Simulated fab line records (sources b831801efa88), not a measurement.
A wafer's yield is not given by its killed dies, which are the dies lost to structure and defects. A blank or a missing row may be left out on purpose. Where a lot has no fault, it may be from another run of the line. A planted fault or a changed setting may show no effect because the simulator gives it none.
Which tool is to blame? :: flow gf180mcu :: 36 wafers from 12 lots sampled at 5 of the route's 602 steps

WHAT EACH GAUGE READ, for each wafer
GF_VT_IMPLANT_OVL_MEAS_07.
lot: L955
measured: day 5 08:58
on: overlay-01
VT_IMPLANT_OVL (nm): -1.6 0.1 0.5

lot: L956
measured: day 5 20:42
on: overlay-01
VT_IMPLANT_OVL (nm): -3.1 -3.2 -0.7

lot: L957
measured: day 6 02:10
on: overlay-02
VT_IMPLANT_OVL (nm): 1.5 0.1 2.7

lot: L958
measured: day 6 06:55
on: overlay-02
VT_IMPLANT_OVL (nm): 1.6 -1.3 -2.0

lot: L959
measured: day 6 15:18
on: overlay-02
VT_IMPLANT_OVL (nm): 0.2 1.4 0.1

lot: L960
measured: day 6 20:51
on: overlay-02
VT_IMPLANT_OVL (nm): -0.8 -0.7 -1.0

lot: L961
measured: day 6 23:09
on: overlay-02
VT_IMPLANT_OVL (nm): 1.4 0.4 0.4

lot: L962
measured: day 7 13:38
on: overlay-01
VT_IMPLANT_OVL (nm): 0.0 0.9 -0.1

lot: L963
measured: day 7 14:52
on: overlay-02
VT_IMPLANT_OVL (nm): -2.8 -1.3 -1.7

lot: L964
measured: day 7 21:36
on: overlay-02
VT_IMPLANT_OVL (nm): 0.0 -0.7 0.2

lot: L965
measured: day 8 04:55
on: overlay-02
VT_IMPLANT_OVL (nm): 1.7 0.9 0.2

lot: L970
measured: day 9 10:51
on: overlay-01
VT_IMPLANT_OVL (nm): 0.4 -0.4 -3.1

GF_DUAL_GATE_OVL_MEAS_11.
lot: L955
measured: day 8 01:37
on: overlay-02
DUAL_GATE_OVL (nm): 1.6 1.1 0.4

lot: L956
measured: day 8 14:20
on: overlay-01
DUAL_GATE_OVL (nm): 0.7 0.2 -1.7

lot: L957
measured: day 8 18:36
on: overlay-02
DUAL_GATE_OVL (nm): 2.1 1.6 1.7

lot: L958
measured: day 9 00:44
on: overlay-02
DUAL_GATE_OVL (nm): 0.9 0.3 0.6

lot: L959
measured: day 9 12:08
on: overlay-01
DUAL_GATE_OVL (nm): 1.9 2.0 1.5

lot: L960
measured: day 9 15:21
on: overlay-02
DUAL_GATE_OVL (nm): -1.7 -2.5 -1.8

lot: L961
measured: day 9 19:26
on: overlay-01
DUAL_GATE_OVL (nm): 0.7 1.3 0.8

lot: L962
measured: day 10 10:28
on: overlay-01
DUAL_GATE_OVL (nm): 1.5 1.0 2.0

lot: L963
measured: day 10 13:00
on: overlay-02
DUAL_GATE_OVL (nm): 0.6 0.7 -0.3

lot: L964
measured: day 10 19:45
on: overlay-02
DUAL_GATE_OVL (nm): 0.8 0.4 1.1

lot: L965
measured: day 11 05:33
on: overlay-02
DUAL_GATE_OVL (nm): 1.5 -0.7 0.6

lot: L970
measured: day 12 16:37
on: overlay-01
DUAL_GATE_OVL (nm): - - -

GF_POLY_GATE_CD_MEAS_10 targets a cd of 280 nm.
lot: L955
measured: day 8 23:05
on: cd sem-02
cd nm (nm): 280.6 281.4 280.7

lot: L956
measured: day 9 12:31
on: cd sem-01
cd nm (nm): 279.9 279.4 280.1

lot: L957
measured: day 9 17:53
on: cd sem-02
cd nm (nm): 279.4 279.2 279.5

lot: L958
measured: day 9 22:46
on: cd sem-02
cd nm (nm): 279.8 280.5 280.7

lot: L959
measured: day 10 09:08
on: cd sem-02
cd nm (nm): 280.2 278.6 279.2

lot: L960
measured: day 10 13:39
on: cd sem-02
cd nm (nm): 281.1 279.9 280.8

lot: L961
measured: day 10 17:20
on: cd sem-02
cd nm (nm): 281.6 281.7 282.1

lot: L962
measured: day 11 09:47
on: cd sem-02
cd nm (nm): 279.5 278.6 279.4

lot: L963
measured: day 11 10:42
on: cd sem-02
cd nm (nm): 282.6 281.2 280.2

lot: L964
measured: day 11 18:02
on: cd sem-02
cd nm (nm): 281.5 281.6 282.3

lot: L965
measured: day 12 04:58
on: cd sem-02
cd nm (nm): 282.6 282.0 281.7

WHICH TOOL RAN EACH LOT (tool, then ch and the chambers of the sampled wafers, then the start)
lot: L955
GF_STI_STRIP_15: plasma asher-04 ch 0,1, day 1 21:47
GF_DUAL_GATE_EXPOSE_08: iline stepper-02 ch 0, day 7 18:10

lot: L956
GF_STI_STRIP_15: plasma asher-04 ch 0,1, day 2 07:40
GF_DUAL_GATE_EXPOSE_08: iline stepper-02 ch 0, day 8 06:09

lot: L957
GF_STI_STRIP_15: plasma asher-04 ch 0,1, day 2 12:34
GF_DUAL_GATE_EXPOSE_08: iline stepper-01 ch 0, day 8 10:05

lot: L958
GF_STI_STRIP_15: plasma asher-04 ch 0,1, day 2 17:20
GF_DUAL_GATE_EXPOSE_08: iline stepper-02 ch 0, day 8 16:55

lot: L959
GF_STI_STRIP_15: plasma asher-03 ch 0,1, day 2 23:10
GF_DUAL_GATE_EXPOSE_08: iline stepper-01 ch 0, day 9 04:01

lot: L960
GF_STI_STRIP_15: plasma asher-01 ch 0,1, day 3 03:31
GF_DUAL_GATE_EXPOSE_08: iline stepper-02 ch 0, day 9 07:02

lot: L961
GF_STI_STRIP_15: plasma asher-03 ch 0,1, day 3 07:43
GF_DUAL_GATE_EXPOSE_08: iline stepper-02 ch 0, day 9 11:31

lot: L962
GF_STI_STRIP_15: plasma asher-01 ch 0,1, day 3 16:17
GF_DUAL_GATE_EXPOSE_08: iline stepper-02 ch 0, day 10 01:26

lot: L963
GF_STI_STRIP_15: plasma asher-01 ch 0,1, day 3 19:28
GF_DUAL_GATE_EXPOSE_08: iline stepper-01 ch 0, day 10 03:21

lot: L964
GF_STI_STRIP_15: plasma asher-01 ch 0,1, day 4 00:17
GF_DUAL_GATE_EXPOSE_08: iline stepper-01 ch 0, day 10 11:28

lot: L965
GF_STI_STRIP_15: plasma asher-03 ch 0, day 4 04:25
GF_DUAL_GATE_EXPOSE_08: iline stepper-01 ch 0, day 10 20:19

lot: L970
GF_STI_STRIP_15: plasma asher-03 ch 0,1, day 5 06:05
GF_DUAL_GATE_EXPOSE_08: iline stepper-02 ch 0, day 12 07:13
- GF_STI_STRIP_15: strips in O2/N2.
- GF_DUAL_GATE_EXPOSE_08: exposes mask Dualgate, target cd 700 nm.

AS READ BY THE TOOLS THEMSELVES (means over the sampled wafers that have a number; for cases with no such wafer, the mark the record gives instead)
GF_STI_STRIP_15.
lot: L955
tool: plasma asher-04
drypump motor current A (A): 6.05
heater power w (W): 361
oes product au (a.u.): 0.386
strip time to endpoint s (s): 3.73

lot: L956
tool: plasma asher-04
drypump motor current A (A): 5.96
heater power w (W): 373
oes product au (a.u.): 0.386
strip time to endpoint s (s): 3.71

lot: L957
tool: plasma asher-04
drypump motor current A (A): 5.92
heater power w (W): 368
oes product au (a.u.): 0.386
strip time to endpoint s (s): 3.77

lot: L958
tool: plasma asher-04
drypump motor current A (A): 6.06
heater power w (W): 363
oes product au (a.u.): 0.390
strip time to endpoint s (s): 3.81

lot: L959
tool: plasma asher-03
drypump motor current A (A): 5.57
heater power w (W): 324
oes product au (a.u.): 0.389
strip time to endpoint s (s): 3.75

lot: L960
tool: plasma asher-01
drypump motor current A (A): 5.63
heater power w (W): 361
oes product au (a.u.): 0.382
strip time to endpoint s (s): 3.66

lot: L961
tool: plasma asher-03
drypump motor current A (A): 5.58
heater power w (W): 326
oes product au (a.u.): 0.380
strip time to endpoint s (s): 3.75

lot: L962
tool: plasma asher-01
drypump motor current A (A): 5.64
heater power w (W): 360
oes product au (a.u.): 0.383
strip time to endpoint s (s): 3.74

lot: L963
tool: plasma asher-01
drypump motor current A (A): 5.47
heater power w (W): 353
oes product au (a.u.): 0.382
strip time to endpoint s (s): 3.68

lot: L964
tool: plasma asher-01
drypump motor current A (A): 5.63
heater power w (W): 362
oes product au (a.u.): 0.382
strip time to endpoint s (s): 3.72

lot: L965
tool: plasma asher-03
drypump motor current A (A): 5.45
heater power w (W): 320
oes product au (a.u.): 0.381
strip time to endpoint s (s): 3.71

lot: L970
tool: plasma asher-03
drypump motor current A (A): 5.59
heater power w (W): 321
oes product au (a.u.): 0.390
strip time to endpoint s (s): 3.77

THE ANSWER, worked out from the rows above alone
Rule: the lots themselves supply what counts as usual. The widest of any qualifying gaps counts: lots, ordered by their means at a reading, are off when they make up no more than a third of the lots, leave a main group of 4 or more, and stand apart from it by 3 or more times the standard deviation of that group's means. Not used: any main group whose means are identical at the precision the tables above print for the reading. A lot without any number at a reading at which 4 lots or more have one is off too. Any other lot the step has rows for is counted as sound. The gauges are gone through in route order, then the tools' own readings, and for those a lot's mean is taken as printed above. The first step at which some lot is off is used, and at that step the reading that is off furthest; a lot without a number counts as furthest.
Off: at GF_DUAL_GATE_OVL_MEAS_11 (DUAL_GATE_OVL), L970. Without a number there: L970. Main group: mean 0.6 nm, sd 1.
If a tool, at a process step before that reading, ran all the lots that are off and no sound lot after the first of them, it fits. Not tried: the gauges at GF_DUAL_GATE_OVL_MEAS_11; whatever is off there is also off at GF_STI_STRIP_15, on other tools, and gauge error can't account for it. This does not decide it: 2 tools fit, namely plasma asher-03 at GF_STI_STRIP_15 and iline stepper-02 at GF_DUAL_GATE_EXPOSE_08.

WHAT HAD BEEN PUT IN BY THE SIMULATOR
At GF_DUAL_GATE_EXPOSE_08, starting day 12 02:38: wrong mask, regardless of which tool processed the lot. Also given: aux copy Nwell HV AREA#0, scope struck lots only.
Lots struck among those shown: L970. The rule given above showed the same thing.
